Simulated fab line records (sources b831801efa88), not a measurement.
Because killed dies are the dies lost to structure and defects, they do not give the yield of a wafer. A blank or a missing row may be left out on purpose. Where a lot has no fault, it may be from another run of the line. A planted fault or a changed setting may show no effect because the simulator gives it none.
Problem report in the 8D (eight disciplines) form, filled by code + flow sky130 + the parts of the form that need people (team, actions taken, sign-off) are left out

== 1. THE PROBLEM ==
VT_ADJUST_NCORE_TW at SKY_VT_ADJUST_NCORE_TW_MEAS_11 reads a mean of 177.5 on 6 wafers of 2 lots; wafers without a fault read 218.0 with a standard deviation of 2.3. Measured from the usual mean, that is -18 standard deviations.
First observed at day 10 14:57: wafer L985.2, on filmMetro-04. Wafers with a number at this step in the record: 39, from 13 lots. Rule for "out" (also "out of limits"): further than 4 standard deviations from the usual mean. All remaining wafers that have a number are taken as sound.

== 2. WHAT THIS IS AND IS NOT ==
| question                    | is                         | is not                                                                                                   |
|-----------------------------|----------------------------|----------------------------------------------------------------------------------------------------------|
| which readings at this step | VT_ADJUST_NCORE_TW         | -                                                                                                        |
| which lots                  | L985, L988                 | L100, L101, L979, L980, L982, L983, L986, L993, L994, L998, L999                                         |
| which wafers of those lots  | all that have a number     | -                                                                                                        |
| read on which gauges        | filmMetro-03, filmMetro-04 | filmMetro-01                                                                                             |
| when                        | from day 10 14:57          | up to then (12 sound wafers); but 21 sound wafers of L100, L101, L986, L993, L994, L998, L999 came after |

== 3. THE SUSPECTS, EACH WITH WHAT RULES IT OUT ==
Counting: a tool at a process step up to the reading stays a suspect if it ran every lot that is out and no sound lot after the first of them.
- the gauge at SKY_VT_ADJUST_NCORE_TW_MEAS_11: ruled out. Those wafers that are out were read across 2 gauges (filmMetro-03, filmMetro-04).
- implanter-03 at SKY_VT_ADJUST_NCORE_IMPLANT_09: ruled out as a lasting fault. Following L985 (day 10 14:43), the first lot on it that is out, the sound lots L999 were run on it.
Left after counting: nothing in the record.

== 4. THE CAUSE (what the simulator had put in) ==
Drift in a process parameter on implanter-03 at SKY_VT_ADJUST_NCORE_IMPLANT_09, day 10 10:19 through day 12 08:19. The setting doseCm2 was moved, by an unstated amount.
The count ruled it out by mistake, since the rule takes a fault to strike every lot its tool runs from the start of the fault on, and this one did not do so.

== 5. THE CHAIN OF EFFECTS, in route order ==
One row per reading whose mean, taken over the struck wafers that have a number, lies over 3 standard deviations from the usual. Only readings whose record carries a usual standard deviation are examined. hours: median over the lots of the time between each lot's start at the first step of this table that gives one and its start at this step. sigmas: the change, counted in usual standard deviations.
| hours | step                           | reading            | usual      | on struck wafers | change      | sigmas      |
|-------|--------------------------------|--------------------|------------|------------------|-------------|-------------|
| 0     | SKY_VT_ADJUST_NCORE_IMPLANT_09 | doseIonsCm2        | 2.3998e+12 | 1.1848e+12       | -1.2150e+12 | -99 or more |
| 0     | SKY_VT_ADJUST_NCORE_IMPLANT_09 | faradayCurrentUA   | 13.55      | 6.69             | -6.86       | -27         |
| 0     | SKY_VT_ADJUST_NCORE_TW_MEAS_11 | VT_ADJUST_NCORE_TW | 218.0      | 177.5            | -40.5       | -18         |
Process steps it contains:
- SKY_VT_ADJUST_NCORE_IMPLANT_09

== 6. HOW IT WOULD HAVE BEEN CAUGHT EARLIER ==
The first out-of-limits reading at a measuring or inspecting step in this record came at day 10 14:57, 5 hours after the fault's start at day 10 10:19.
Tool's own readings at SKY_VT_ADJUST_NCORE_IMPLANT_09, doseIonsCm2, faradayCurrentUA: out on all struck wafers the step has rows for; an alarm limit on them would have tripped on the first.
